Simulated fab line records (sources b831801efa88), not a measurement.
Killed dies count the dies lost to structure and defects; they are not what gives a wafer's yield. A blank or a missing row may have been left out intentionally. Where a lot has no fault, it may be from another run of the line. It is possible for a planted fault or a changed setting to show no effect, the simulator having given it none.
fab line records    flow sky130
record lots=5  wafers=15  lastDay=50
route steps=708 shown LOCAL_INTERCONNECT@396 CONTACT@406 METAL1@434 PAD_OPEN@708
lots that met no fault: taken from a fault-free run of the same line
startH: hours from the record's opening day to when the first of the lot's shown wafers began    waitH: time in hours since the lot's previous step    " identical to the entry in the row above    L1.1+2: several wafers, shown together as one row    - no value, or no start was given    * or withheld: withheld    < > ~ a bound
route shown NAME@n: names a module that has steps shown in the file, with the first one's number in the route    usual: mean and standard deviation over wafers with no fault    same: alike in all rows    chamber/n: place in a boat    sites: each site's reading    _std_site: standard deviation across them    _edge_site: the outer-site mean with the inner-site mean subtracted    radiusMm: for every site, how far away it sits from the centre of the wafer    mask NAME#n: copy n    behind: tool/chamber where the wafer was last shaped    hold: why the lot went on hold/how many hours it stayed there/how the hold came to an end    device: the transistor (n, p or np) that didn't switch    end of line: the same wafers' tests at the end of the route    a step without rows: its recipe alone    killed: count of dies lost to structure and defects at first sort (not the wafer's yield)    map: dies across one wafer; x = killed, . = not, _ = none there
set.NAME: the setting as run; set.NAME@STEP: as run at that earlier step    model.NAME: the simulator's own value behind a step, which no gauge read
lots at some steps of the route; a table a step, a row a wafer
services: the hour from which a tool's chamber was out of use, counted from the record's first day as startH (under 0 if before that day), plus the number of hours and why
## steps
# step SKY_LOCAL_INTERCONNECT_PEB_09
# recipe pebTempC=withheld  pebTimeS=withheld  resist=KrF-thick
# step SKY_LOCAL_INTERCONNECT_DEVELOP_10
# recipe developTimeS=60  resist=KrF-thick  devTempC=21
# step SKY_LOCAL_INTERCONNECT_CD_MEAS_11
# recipe targetCdNm=170
# usual cdNm=169.5/1.3
lot.wafer  tool      chamber  startH  waitH  cdNm
L718.2     cdSem-01  -        727.75  -      167.5
L718.3     "         -        "       "      168.3
L718.6     "         -        "       "      166.8
L726.1     cdSem-02  -        791.93  -      168.3
L726.2     "         -        "       "      169.1
L726.3     "         -        "       "      169.4
L730.1     cdSem-02  -        825.02  -      167.6
L730.3     "         -        "       "      169.8
L730.4     "         -        "       "      168.2
L732.1     cdSem-02  -        826.78  -      170.1
L732.2     "         -        "       "      170.1
L732.3     "         -        "       "      170.6
L736.1     cdSem-02  -        861.40  -      171.4
L736.3     "         -        "       "      169.0
L736.4     "         -        "       "      171.0
# step SKY_LOCAL_INTERCONNECT_OVL_MEAS_12
# usual LOCAL_INTERCONNECT_OVL=1/5
lot.wafer  tool        chamber  startH  waitH  LOCAL_INTERCONNECT_OVL[nm]
L718.2     overlay-02  -        727.86  0.1    -4
L718.3     "           -        "       "      -4
L718.6     "           -        "       "      4
L726.1     overlay-01  -        792.05  0.1    15
L726.2     "           -        "       "      7
L726.3     "           -        "       "      5
L730.1     overlay-01  -        825.14  0.1    1
L730.3     "           -        "       "      -7
L730.4     "           -        "       "      -2
L732.1     overlay-01  -        826.90  0.1    -1
L732.2     "           -        "       "      -5
L732.3     "           -        "       "      -6
L736.1     overlay-01  -        861.52  0.1    3
L736.3     "           -        "       "      11
L736.4     "           -        "       "      4
# step SKY_LOCAL_INTERCONNECT_ETCH_13
# recipe chemistry=N2/H2  target=BARC  ionEnergyEv=200  biasW=100  pressureMtorr=30  n2FlowSccm=100  h2FlowSccm=200  icpW=500  stopOn=SiO2  timeS=45.9  targetDepthA=600
# usual drypumpMotorCurrentA=5.95/0.26  oesProductAu=0.856/0.0045  throttleValvePct=13.226/0.01
lot.wafer  tool         chamber  startH  waitH  drypumpMotorCurrentA  oesProductAu  rfHoursCounterH  throttleValvePct
L718.2     rieMetal-03  0        727.89  0.0    5.91                  0.854         7                13.203
L718.3     "            1        "       "      6.42                  0.857         -                13.238
L718.6     "            1        "       "      6.44                  0.857         -                13.218
L726.1     rieMetal-03  0        792.09  0.0    5.93                  0.849         10               13.209
L726.2     "            0        "       "      5.92                  0.848         -                13.222
L726.3     "            0        "       "      5.92                  0.853         -                13.227
L730.1     rieMetal-03  1        825.17  0.0    6.37                  0.858         1                13.235
L730.3     "            0        "       "      5.94                  0.864         -                13.224
L730.4     "            1        "       "      6.41                  0.847         -                13.240
L732.1     rieMetal-04  0        826.94  0.0    5.76                  0.858         16               13.237
L732.2     "            1        "       "      5.85                  0.856         3                13.214
L732.3     "            1        "       "      5.85                  0.847         -                13.242
L736.1     rieMetal-02  1        861.55  0.0    5.57                  0.859         13               13.212
L736.3     "            1        "       "      5.59                  0.859         -                13.211
L736.4     "            0        "       "      5.98                  0.855         -                13.224
# step SKY_LOCAL_INTERCONNECT_METAL_ETCH_14
# recipe targetDepthNm=110  stopOn=PSG  chemistry=Cl2/BCl3  target=TiN  resistSidewallDeg=88  pressureMtorr=10  icpW=900  biasW=48.5  Cl2_flow_sccm=60  bcl3FlowSccm=30  timeS=31.4
# usual drypumpMotorCurrentA=5.94/0.26  oesProductAu=0.936/0.0092  throttleValvePct=21.905/0.011
lot.wafer  tool         chamber  startH  waitH  drypumpMotorCurrentA  oesProductAu  rfHoursCounterH  throttleValvePct
L718.2     rieMetal-03  0        727.95  0.0    5.93                  0.927         7                21.898
L718.3     "            1        "       "      6.46                  0.942         -                21.917
L718.6     "            1        "       "      6.42                  0.927         -                21.921
L726.1     rieMetal-03  0        792.21  0.1    5.91                  0.928         10               21.916
L726.2     "            0        "       "      5.91                  0.937         -                21.909
L726.3     "            0        "       "      5.91                  0.943         -                21.906
L730.1     rieMetal-03  1        825.23  0.0    6.44                  0.921         1                21.914
L730.3     "            0        "       "      5.93                  0.949         -                21.907
L730.4     "            1        "       "      6.45                  0.910         -                21.916
L732.1     rieMetal-04  0        827.00  0.0    5.73                  0.940         16               21.894
L732.2     "            1        "       "      5.89                  0.943         3                21.901
L732.3     "            1        "       "      5.86                  0.924         -                21.933
L736.1     rieMetal-02  1        861.61  0.0    5.58                  0.919         13               21.939
L736.3     "            1        "       "      5.57                  0.924         -                21.920
L736.4     "            0        "       "      5.97                  0.942         -                21.907
# step SKY_LOCAL_INTERCONNECT_STRIP_15
# recipe chemistry=O2/N2  powerW=1400  pressureMtorr=1500  platenTempC=withheld  o2FlowSccm=3000  n2FlowSccm=300  overashFraction=0.5
# step SKY_LOCAL_INTERCONNECT_STRIP_16
# recipe chemistry=postEtchResidueRemover  timeS=1200  tempC=72.5
# step SKY_LOCAL_INTERCONNECT_CLEAN_17
# recipe chemistry=IPA  timeS=180  tempC=25
# step SKY_LOCAL_INTERCONNECT_CLEAN_18
# recipe chemistry=O3/DIW  dry=n2Spin
# step SKY_CONTACT_CVD_00
# recipe material=Si3N4  targetThkNm=75  tempC=400  timeS=withheld  rfW=450
# step SKY_CONTACT_THK_MEAS_01
# recipe reads=Si3N4_of_CONTACT_CVD_00
# usual CONTACT_CVD_00_THK=74.6/1.2
lot.wafer  tool          chamber  startH  waitH  CONTACT_CVD_00_THK[nm]
L718.2     filmMetro-03  -        728.64  -      74.5
L718.3     "             -        "       "      73.0
L718.6     "             -        "       "      74.0
L726.1     filmMetro-02  -        792.94  -      72.9
L726.2     "             -        "       "      75.0
L726.3     "             -        "       "      71.9
L730.1     filmMetro-03  -        825.95  -      72.1
L730.3     "             -        "       "      74.1
L730.4     "             -        "       "      73.6
L732.1     filmMetro-02  -        827.68  -      74.3
L732.2     "             -        "       "      75.4
L732.3     "             -        "       "      75.0
L736.1     filmMetro-03  -        862.76  -      74.6
L736.3     "             -        "       "      73.9
L736.4     "             -        "       "      75.9
# step SKY_CONTACT_HDPCVD_02
# recipe material=SiO2  targetThkNm=565  sigmaOpenFrac=0.3  timeS=94.2  tempC=600  sih4FlowSccm=60  pressureMtorr=6
# usual pressureMtorr=5.997/0.011  susceptorTempC=600.07/0.25
lot.wafer  tool       chamber  startH  waitH  pressureMtorr  susceptorTempC  model.SiO2_of_CONTACT_HDPCVD_02.thkNm
L718.2     hdpcvd-02  1        728.69  0.0    5.978          599.98          571.7
L718.3     "          2        "       "      5.991          600.18          561
L718.6     "          1        "       "      5.987          600.17          567.9
L726.1     hdpcvd-01  2        793.00  0.1    6.000          600.31          562.3
L726.2     "          0        "       "      6.005          599.63          567.4
L726.3     "          0        "       "      5.998          599.90          567.1
L730.1     hdpcvd-01  1        826.01  0.1    6.010          599.80          172.5
L730.3     "          0        "       "      5.975          599.98          565.6
L730.4     "          0        "       "      5.982          599.95          562.1
L732.1     hdpcvd-02  0        827.74  0.1    5.995          600.39          571.1
L732.2     "          1        "       "      5.988          600.21          572.6
L732.3     "          0        "       "      5.997          600.32          565
L736.1     hdpcvd-02  1        862.82  0.1    5.996          600.59          562.9
L736.3     "          0        "       "      6.012          599.76          557.6
L736.4     "          0        "       "      6.005          599.94          567.6
# step SKY_CONTACT_THK_MEAS_03
# recipe reads=SiO2_of_CONTACT_HDPCVD_02
# usual CONTACT_HDPCVD_THK=566/5.8
lot.wafer  tool          chamber  startH  waitH  CONTACT_HDPCVD_THK[nm]
L718.2     filmMetro-02  -        728.76  0.0    572
L718.3     "             -        "       "      561
L718.6     "             -        "       "      568
L726.1     filmMetro-04  -        793.10  0.1    563
L726.2     "             -        "       "      567
L726.3     "             -        "       "      568
L730.1     filmMetro-03  -        826.08  0.0    173
L730.3     "             -        "       "      565
L730.4     "             -        "       "      562
L732.1     filmMetro-04  -        827.84  0.1    571
L732.2     "             -        "       "      573
L732.3     "             -        "       "      565
L736.1     filmMetro-04  -        862.89  0.0    563
L736.3     "             -        "       "      557
L736.4     "             -        "       "      568
# step SKY_CONTACT_CMP_04
# recipe material=SiO2  downForcePsi=4  platenRpm=60  padVelocityMS=0.94248
# usual motorCurrentA=12.2/1.2  platenRpm=60.00/0.044  timeToEndpointS=82/4.8
lot.wafer  tool    chamber  startH  waitH  motorCurrentA  platenRpm  timeToEndpointS
L718.3     cmp-01  1        728.91  0.1    12.4           59.94      76
L718.2     "       2        "       "      13.4           60.03      84
L718.6     "       0        "       "      10.8           60.01      82
L726.1     cmp-01  0        793.16  0.1    10.8           60.03      83
L726.2     "       1        "       "      12.3           59.99      83
L726.3     "       2        "       "      12.9           59.90      82
L730.3     cmp-02  0        826.14  0.0    10.1           60.00      79
L730.1     "       1        "       "      11.7           59.93      36
L730.4     "       3        "       "      12.1           60.00      80
L732.3     cmp-02  1        827.90  0.0    12.6           59.96      86
L732.2     "       2        "       "      12.5           60.06      90
L732.1     "       0        "       "      10.5           59.94      80
L736.1     cmp-02  3        862.95  0.1    11.6           59.99      81
L736.3     "       1        "       "      13.0           59.98      86
L736.4     "       2        "       "      12.9           60.04      89
# step SKY_CONTACT_BOW_MEAS_05
# recipe mode=bow
# usual CONTACT_BOW=83/6.6
lot.wafer  tool          chamber  startH  waitH  CONTACT_BOW[um]
L718.2     filmMetro-03  -        729.13  0.1    91
L718.3     "             -        "       "      82
L718.6     "             -        "       "      80
L726.1     filmMetro-04  -        793.46  0.2    88
L726.2     "             -        "       "      95
L726.3     "             -        "       "      80
L730.1     filmMetro-04  -        826.44  0.2    78
L730.3     "             -        "       "      84
L730.4     "             -        "       "      88
L732.1     filmMetro-02  -        828.20  0.1    92
L732.2     "             -        "       "      81
L732.3     "             -        "       "      69
L736.1     filmMetro-03  -        863.25  0.2    90
L736.3     "             -        "       "      83
L736.4     "             -        "       "      91
# step SKY_CONTACT_DEHYDRATE_06
# recipe tempC=200  timeS=60
# step SKY_CONTACT_HMDS_07
# recipe primeTimeS=60  primeTempC=120
# step SKY_CONTACT_COAT_08
# recipe resist=BARC  tempC=withheld  timeS=withheld  spinRpm=3000  resistThkNm=60
# step SKY_CONTACT_COAT_09
# recipe resist=KrF-thick  spinRpm=3000  resistThkNm=450
# step SKY_CONTACT_SOFTBAKE_10
# recipe tempC=100  timeS=90  resist=KrF-thick
# step SKY_CONTACT_EXPOSE_11
# recipe maskId=CTM1  na=0.8  sourceShape=annular  sigmaInner=0.55  sigmaOuter=0.85  targetCdNm=170  doseMj=38
# step SKY_CONTACT_PEB_12
# recipe pebTempC=withheld  pebTimeS=withheld  resist=KrF-thick
# step SKY_CONTACT_DEVELOP_13
# recipe developTimeS=60  resist=KrF-thick  devTempC=21
# step SKY_CONTACT_CD_MEAS_14
# recipe targetCdNm=170
# usual cdNm=170.2/1.6
lot.wafer  tool      chamber  startH  waitH  cdNm
L718.2     cdSem-02  -        757.26  -      171.5
L718.3     "         -        "       "      171.8
L718.6     "         -        "       "      171.8
L726.1     cdSem-01  -        820.03  -      167.4
L726.2     "         -        "       "      168.1
L726.3     "         -        "       "      166.4
L730.1     cdSem-02  -        852.90  -      171.5
L730.3     "         -        "       "      170.4
L730.4     "         -        "       "      170.5
L732.1     cdSem-02  -        854.10  -      170.4
L732.2     "         -        "       "      170.3
L732.3     "         -        "       "      171.6
L736.1     cdSem-01  -        889.60  -      168.7
L736.3     "         -        "       "      168.7
L736.4     "         -        "       "      169.4
# step SKY_CONTACT_OVL_MEAS_15
# usual CONTACT_OVL=0/4.6
lot.wafer  tool        chamber  startH  waitH  CONTACT_OVL[nm]
L718.2     overlay-02  -        757.37  0.1    -5
L718.3     "           -        "       "      -2
L718.6     "           -        "       "      -3
L726.1     overlay-01  -        820.15  0.1    -4
L726.2     "           -        "       "      -1
L726.3     "           -        "       "      -1
L730.1     overlay-02  -        853.02  0.1    4
L730.3     "           -        "       "      5
L730.4     "           -        "       "      10
L732.1     overlay-02  -        854.22  0.1    -3
L732.2     "           -        "       "      -8
L732.3     "           -        "       "      2
L736.1     overlay-02  -        889.72  0.1    -1
L736.3     "           -        "       "      -7
L736.4     "           -        "       "      4
# step SKY_CONTACT_ETCH_16
# recipe chemistry=N2/H2  target=BARC  ionEnergyEv=200  sourceW=500  biasW=100  pressureMtorr=30  n2FlowSccm=100  h2FlowSccm=200  stopOn=SiO2  timeS=45.9  targetDepthA=600
# step SKY_CONTACT_ETCH_17
# recipe target=SiO2  chemistry=C4F8/O2/Ar  stopOn=Si3N4  maskMaterial=KrF-thick  sourceW=1500  biasW=1200  pressureMtorr=40  c4f8FlowSccm=withheld  O2_flow_sccm=6  Ar_flow_sccm=300  timeS=withheld  targetDepthA=3400
# usual oesProductAu=0.892/0.0048
lot.wafer  tool        chamber  startH  waitH  oesProductAu  model.etch.depthNm  model.CONTACT.featureDepthNm
L718.2     rieDiel-01  3        757.44  0.0    0.895         340.6               340.6
L718.3     "           1        "       "      0.886         340.7               340.7
L718.6     "           1        "       "      0.885         339.9               339.9
L726.1     rieDiel-02  3        820.23  0.0    0.895         341.4               341.4
L726.2     "           2        "       "      0.891         339.7               339.7
L726.3     "           0        "       "      0.898         341.2               341.2
L730.1     rieDiel-01  2        853.09  0.0    0.637         172.5               172.5
L730.3     "           0        "       "      0.892         337.1               337.1
L730.4     "           3        "       "      0.896         338.3               338.3
L732.1     rieDiel-01  3        854.29  0.0    0.885         337.8               337.8
L732.2     "           1        "       "      0.902         340.3               340.3
L732.3     "           0        "       "      0.894         339.7               339.7
L736.1     rieDiel-03  0        889.79  0.0    0.894         340.5               340.5
L736.3     "           1        "       "      0.894         341.4               341.4
L736.4     "           2        "       "      0.903         341.4               341.4
# step SKY_CONTACT_ETCH_18
# recipe target=Si3N4  chemistry=CHF3/O2  stopOn=TiN  sourceW=600  biasW=200  pressureMtorr=40  chf3FlowSccm=50  O2_flow_sccm=5  timeS=39  targetDepthA=750
# usual drypumpMotorCurrentA=5.6/0.52  oesProductAu=0.852/0.0091  throttleValvePct=8.792/0.0087
lot.wafer  tool        chamber  startH  waitH  drypumpMotorCurrentA  oesProductAu  rfHoursCounterH  throttleValvePct
L718.2     rieDiel-01  3        -       -      5.5                   0.851         3                8.780
L718.3     "           1        "       "      4.7                   0.837         4                8.784
L718.6     "           1        "       "      4.7                   0.849         -                8.786
L726.1     rieDiel-02  3        -       -      5.1                   0.840         17               8.789
L726.2     "           2        "       "      5.8                   0.858         10               8.792
L726.3     "           0        "       "      5.9                   0.833         16               8.792
L730.1     rieDiel-01  2        -       -      5.8                   0.827         13               8.795
L730.3     "           0        "       "      5.6                   0.841         23               8.789
L730.4     "           3        "       "      5.4                   0.852         6                8.780
L732.1     rieDiel-01  3        -       -      5.5                   0.843         6                8.790
L732.2     "           1        "       "      4.7                   0.860         7                8.790
L732.3     "           0        "       "      5.6                   0.853         23               8.779
L736.1     rieDiel-03  0        -       -      5.1                   0.857         24               8.784
L736.3     "           1        "       "      5.4                   0.851         16               8.803
L736.4     "           2        "       "      6.6                   0.868         16               8.790
# step SKY_CONTACT_STRIP_19
# recipe chemistry=O2/N2  powerW=1400  pressureMtorr=1500  platenTempC=withheld  o2FlowSccm=3000  n2FlowSccm=300  overashFraction=0.5
# step SKY_CONTACT_STRIP_20
# recipe chemistry=postEtchResidueRemover  timeS=1200  tempC=72.5
# step SKY_CONTACT_CLEAN_21
# recipe chemistry=IPA  timeS=180  tempC=25
# step SKY_CONTACT_CLEAN_22
# recipe chemistry=O3/DIW  dry=n2Spin
# step SKY_CONTACT_SPUTTER_23
# recipe material=TiN  targetThkNm=20  chamberPressurePa=5  powerW=4000  timeS=80
# usual throttleValvePct=29.7/0.93
lot.wafer  tool           chamber  startH  waitH  throttleValvePct
L718.2     pvdSputter-03  -        758.12  0.0    29.2
L718.3     "              -        "       "      28.9
L718.6     "              -        "       "      28.4
L726.1     pvdSputter-04  -        820.91  0.0    32.0
L726.2     "              -        "       "      30.1
L726.3     "              -        "       "      29.8
L730.1     pvdSputter-02  -        853.78  0.0    29.4
L730.3     "              -        "       "      28.5
L730.4     "              -        "       "      30.2
L732.1     pvdSputter-02  -        854.98  0.0    29.4
L732.2     "              -        "       "      28.8
L732.3     "              -        "       "      30.1
L736.1     pvdSputter-04  -        890.52  0.0    30.0
L736.3     "              -        "       "      31.6
L736.4     "              -        "       "      29.6
# step SKY_CONTACT_CVD_24
# recipe material=W  targetThkNm=340  timeS=102.12  tempC=400  pressureTorr=40
# usual chamberPressureTorr=40.00/0.097  heaterPowerW=815/100  susceptorTempC=400.01/0.24
lot.wafer  tool     chamber  startH  waitH  chamberPressureTorr  heaterPowerW  susceptorTempC
L718.2     cvdW-02  0        758.19  0.0    40.01                750           400.44
L718.3     "        1        "       "      40.06                942           399.89
L718.6     "        0        "       "      39.99                744           400.12
L726.1     cvdW-01  1        820.97  0.0    40.02                799           400.10
L726.2     "        0        "       "      40.07                694           399.76
L726.3     "        1        "       "      39.92                796           399.98
L730.1     cvdW-02  1        853.84  0.0    40.11                937           400.42
L730.3     "        1        "       "      40.11                951           400.11
L730.4     "        0        "       "      40.10                755           400.36
L732.1     cvdW-01  0        855.04  0.0    39.93                675           399.43
L732.2     "        1        "       "      40.04                810           399.69
L732.3     "        0        "       "      40.02                692           399.67
L736.1     cvdW-01  0        890.58  0.0    40.00                683           400.14
L736.3     "        0        "       "      40.08                701           399.62
L736.4     "        1        "       "      40.11                821           399.89
# step SKY_CONTACT_RS_MEAS_25
# recipe thkMeasGauge=four-point-probe  reads=W_of_CONTACT_CVD_24+TiN_of_CONTACT_SPUTTER_23
# usual CONTACT_W_RS=0.337/0.0058
lot.wafer  tool          chamber  startH  waitH  CONTACT_W_RS[ohm/sq]
L718.2     filmMetro-02  -        758.32  0.1    0.326
L718.3     "             -        "       "      0.336
L718.6     "             -        "       "      0.327
L726.1     filmMetro-03  -        821.08  0.1    0.342
L726.2     "             -        "       "      0.346
L726.3     "             -        "       "      0.340
L730.1     filmMetro-03  -        853.95  0.1    0.338
L730.3     "             -        "       "      0.338
L730.4     "             -        "       "      0.331
L732.1     filmMetro-04  -        855.15  0.1    0.341
L732.2     "             -        "       "      0.341
L732.3     "             -        "       "      0.343
L736.1     filmMetro-03  -        890.69  0.1    0.348
L736.3     "             -        "       "      0.350
L736.4     "             -        "       "      0.341
# step SKY_CONTACT_THK_MEAS_26
# recipe thkMeasGauge=xrf  reads=W_of_CONTACT_CVD_24
# usual CONTACT_W_THK=343/8.3
lot.wafer  tool          chamber  startH  waitH  CONTACT_W_THK[nm]
L718.2     filmMetro-02  -        758.43  0.1    355
L718.3     "             -        "       "      344
L718.6     "             -        "       "      353
L726.1     filmMetro-03  -        821.20  0.1    343
L726.2     "             -        "       "      336
L726.3     "             -        "       "      342
L730.1     filmMetro-03  -        854.07  0.1    346
L730.3     "             -        "       "      349
L730.4     "             -        "       "      356
L732.1     filmMetro-04  -        855.27  0.1    332
L732.2     "             -        "       "      328
L732.3     "             -        "       "      327
L736.1     filmMetro-03  -        890.81  0.1    334
L736.3     "             -        "       "      333
L736.4     "             -        "       "      342
# step SKY_CONTACT_CMP_27
# recipe stopOn=SiO2  tOverpolishS=15  downForcePsi=3.5  platenRpm=60  targetThkNm=0  padVelocityMS=0.94248
# step SKY_METAL1_SPUTTER_00
# recipe material=Ti  targetThkNm=15  powerW=3000  timeS=10  chamberPressurePa=0.4
# step SKY_METAL1_SPUTTER_01
# recipe material=TiN  targetThkNm=20  powerW=6500  timeS=16.7  chamberPressurePa=0.4
# step SKY_METAL1_SPUTTER_02
# recipe material=AlCu  targetThkNm=250  powerW=10600  timeS=13.3  chamberPressurePa=0.4
# step SKY_METAL1_SPUTTER_03
# recipe material=Ti  targetThkNm=5  powerW=3000  timeS=3.3  chamberPressurePa=0.4
# step SKY_METAL1_METAL_ETCH_19
# recipe targetDepthA=3600  stopOn=SiO2  overEtchFrac=0.3  timeS=78  chemistry=Cl2/BCl3  resistSidewallDeg=88  pressureMtorr=10  icpW=900  biasW=48.5  Cl2_flow_sccm=60  bcl3FlowSccm=30
# usual drypumpMotorCurrentA=5.9/0.31  oesProductAu=0.854/0.0069  throttleValvePct=22.264/0.0093
lot.wafer  tool         chamber  startH  waitH  drypumpMotorCurrentA  oesProductAu  rfHoursCounterH  throttleValvePct  model.SiO2_of_CONTACT_HDPCVD_02.thkNm
L718.2     rieMetal-03  0        785.12  0.1    5.9                   0.858         -                22.260            326
L718.3     "            0        "       "      5.9                   0.866         -                22.254            326.2
L718.6     "            0        "       "      5.9                   0.858         -                22.280            325.3
L726.1     rieMetal-03  0        848.55  0.0    5.9                   0.853         12               22.254            326.8
L726.2     "            1        "       "      6.4                   0.858         2                22.273            325.1
L726.3     "            1        "       "      6.4                   0.851         -                22.246            326.6
L730.1     rieMetal-01  0        880.65  0.0    6.0                   0.851         16               22.268            158.7
L730.3     "            1        "       "      5.5                   0.855         -                22.267            322.8
L730.4     "            0        "       "      6.0                   0.855         -                22.272            324.5
L732.1     rieMetal-03  1        881.35  0.0    6.5                   0.853         3                22.253            323.3
L732.2     "            0        "       "      5.9                   0.855         13               22.255            325.7
L732.3     "            0        "       "      5.9                   0.849         -                22.263            325.1
L736.1     rieMetal-01  1        917.29  0.1    5.5                   0.855         17               22.269            326.4
L736.3     "            1        "       "      5.5                   0.857         -                22.260            327.1
L736.4     "            1        "       "      5.5                   0.859         -                22.262            327.1
# step SKY_PAD_OPEN_PROBE_99
lot.wafer  tool       chamber  startH   waitH  model.etest.met1Comb.leakLog10AUm  model.etest.mconChain.rcOhm
L718.2     prober-01  -        1096.11  0.1    -11.99                             16.5
L718.3     prober-01  -        1096.16  0.2    -11.94                             16.19
L718.6     prober-01  -        1096.31  0.2    -12.18                             17.06
L726.1     prober-01  -        1142.10  0.1    -12.01                             17.27
L726.2     prober-01  -        1142.15  0.1    -11.93                             17.49
L726.3     prober-01  -        1142.20  0.2    -11.98                             16.84
L730.1     prober-01  -        1164.11  0.1    -7.168                             15.73
L730.3     prober-01  -        1164.21  0.2    -11.97                             16.57
L730.4     prober-01  -        1164.26  0.2    -12.12                             17.25
L732.1     prober-01  -        1167.32  0.1    -11.97                             16.47
L732.2     prober-01  -        1167.37  0.1    -11.98                             15.91
L732.3     prober-01  -        1167.42  0.2    -12.1                              16.65
L736.1     prober-02  -        1189.75  0.1    -12                                17.7
L736.3     prober-02  -        1189.85  0.2    -12.05                             16.77
L736.4     prober-02  -        1189.90  0.2    -11.94                             17.59
# killed by level:class
L718.2 VIA3:geometricParticle:open=12 VIA1:geometricParticle:open=9 CONTACT:geometricParticle:open=8 LI_CONTACT:geometricParticle:open=7 FIELD_ISO:geometricParticle:open=4 POLY_GATE:geometricParticle:open=4 METAL2:geometricParticle:short=4 CONTACT:geometricParticle:short=4
L718.3 CONTACT:geometricParticle:open=13 VIA3:geometricParticle:open=8 FIELD_ISO:geometricParticle:short=7 FIELD_ISO:geometricParticle:open=7 LOCAL_INTERCONNECT:geometricParticle:short=6 CONTACT:geometricParticle:short=6 METAL2:geometricParticle:short=6 LI_CONTACT:geometricParticle:open=5
L718.6 VIA1:geometricParticle:open=14 VIA3:geometricParticle:open=8 LI_CONTACT:geometricParticle:open=7 VIA2:geometricParticle:open=6 CONTACT:geometricParticle:open=6 LI_CONTACT:geometricParticle:short=5 METAL2:geometricParticle:short=5 METAL4:geometricParticle:short=5
L726.1 CONTACT:geometricParticle:open=12 VIA3:geometricParticle:open=12 METAL1:geometricParticle:short=8 VIA2:geometricParticle:open=7 VIA1:geometricParticle:open=6 VIA1:geometricParticle:short=5 METAL3:geometricParticle:short=5 VIA4:areaEtch=5
L726.2 VIA1:geometricParticle:open=11 CONTACT:geometricParticle:open=10 LI_CONTACT:geometricParticle:open=9 VIA3:geometricParticle:open=9 FIELD_ISO:geometricParticle:short=8 VIA2:geometricParticle:open=6 FIELD_ISO:geometricParticle:open=5 METAL2:geometricParticle:short=5
L726.3 CONTACT:geometricParticle:open=10 VIA1:geometricParticle:open=9 LI_CONTACT:geometricParticle:open=8 POLY_GATE:geometricParticle:short=6 VIA2:geometricParticle:open=5 LOCAL_INTERCONNECT:geometricParticle:short=4 CONTACT:geometricParticle:short=4 METAL2:geometricParticle:open=4
L732.1 LI_CONTACT:geometricParticle:open=11 CONTACT:geometricParticle:open=9 METAL2:geometricParticle:short=6 METAL1:geometricParticle:short=6 VIA3:geometricParticle:open=6 VIA1:geometricParticle:open=5 POLY_GATE:geometricParticle:short=4 VIA1:geometricParticle:short=4
L732.2 VIA1:geometricParticle:open=10 FIELD_ISO:geometricParticle:short=8 CONTACT:geometricParticle:open=8 VIA1:geometricParticle:short=7 LI_CONTACT:geometricParticle:open=5 LOCAL_INTERCONNECT:geometricParticle:short=4 METAL2:geometricParticle:short=4 FIELD_ISO:geometricParticle:open=3
L732.3 CONTACT:geometricParticle:open=13 VIA1:geometricParticle:open=7 LI_CONTACT:geometricParticle:open=6 METAL1:geometricParticle:short=6 METAL2:geometricParticle:short=6 FIELD_ISO:geometricParticle:short=5 VIA2:geometricParticle:open=5 POLY_GATE:geometricParticle:open=4
L736.1 VIA1:geometricParticle:open=8 CONTACT:geometricParticle:open=8 VIA2:geometricParticle:open=8 CONTACT:geometricParticle:short=7 FIELD_ISO:geometricParticle:open=5 VIA3:geometricParticle:short=5 VIA3:geometricParticle:open=5 METAL4:geometricParticle:short=5
L736.3 CONTACT:geometricParticle:open=9 METAL2:geometricParticle:short=9 VIA1:geometricParticle:open=8 VIA3:geometricParticle:open=6 LI_CONTACT:geometricParticle:open=6 LI_CONTACT:geometricParticle:short=5 VIA2:geometricParticle:open=5 FIELD_ISO:geometricParticle:short=4
L736.4 LI_CONTACT:geometricParticle:open=10 VIA3:geometricParticle:open=10 METAL2:geometricParticle:short=8 CONTACT:geometricParticle:short=7 POLY_GATE:geometricParticle:open=5 FIELD_ISO:geometricParticle:short=4 SPACER:geometricParticle:short=4 VIA1:geometricParticle:short=4
## services
tool           chamber  startH  hours  kind
rieDiel-02     -        713.37  0.6    repair
rieMetal-03    0        716.12  1.1    repair
rieMetal-02    -        726.33  2.8    pm
hdpcvd-01      0        726.92  12.2   repair
cmp-01         -        732.08  2.6    repair
cvdW-02        -        733.28  1.1    repair
rieMetal-02    -        734.95  0.2    repair
rieMetal-04    -        735.58  0.3    repair
hdpcvd-01      -        742.06  28.1   pm
rieDiel-03     1        742.85  10.0   repair
hdpcvd-02      0        746.59  11.4   repair
pvdSputter-02  -        752.66  2.0    repair
cmp-02         -        779.01  5.3    pm
hdpcvd-02      -        797.80  0.6    repair
cmp-02         -        800.21  2.0    repair
hdpcvd-02      -        800.36  7.4    repair
rieDiel-01     1        818.63  5.7    repair
hdpcvd-02      2        823.69  13.8   repair
cmp-02         -        829.25  1.9    repair
rieMetal-03    1        835.88  4.2    repair
rieDiel-01     -        845.05  2.8    pm
rieDiel-01     1        879.83  5.5    repair
cvdW-01        -        896.99  50.4   repair
cmp-02         -        912.19  4.0    pm
## key
firstSign step=SKY_CONTACT_THK_MEAS_03  reading=CONTACT_HDPCVD_THK  direction=down  sigmas=68  usual=566  struck=173
effect step=SKY_CONTACT_CMP_04  reading=timeToEndpointS  direction=down  sigmas=9.6  usual=*  struck=*
effect step=SKY_CONTACT_ETCH_17  reading=oesProductAu  direction=down  sigmas=53  usual=0.892  struck=0.637
modelEffect step=SKY_CONTACT_HDPCVD_02  value=SiO2_of_CONTACT_HDPCVD_02.thkNm  without=566  struck=172.5
modelEffect step=SKY_CONTACT_ETCH_17  value=etch.depthNm  without=339.8  struck=172.5
modelEffect step=SKY_METAL1_METAL_ETCH_19  value=SiO2_of_CONTACT_HDPCVD_02.thkNm  without=325.9  struck=158.7
modelEffect step=SKY_PAD_OPEN_PROBE_99  value=etest.met1Comb.leakLog10AUm  without=-12.02  struck=-7.168
metAt SKY_CONTACT_HDPCVD_02
struckWafers L730.1
sortLeftOut L730.1
testerLeftOut L730
fault kind=processParameterDrift  tool=hdpcvd-01  chamber=1  onsetH=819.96  steps=SKY_CONTACT_HDPCVD_02  channel=targetThkNm  offset=-393.46  shape=step  endH=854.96  actsIn=theseRecipesOnly  stated=565
# testerLeftOut: of these lots the tester's yield and bins aren't shown, on N5 and GAA mostly nor the transistor test; their killed dies are dies lost to structure and defects alone, not to doping, threshold or leakage, so they don't give the yield
# sortLeftOut: the simulated sort isn't trusted on such a fault, so these wafers' sort isn't shown, and their yield isn't known
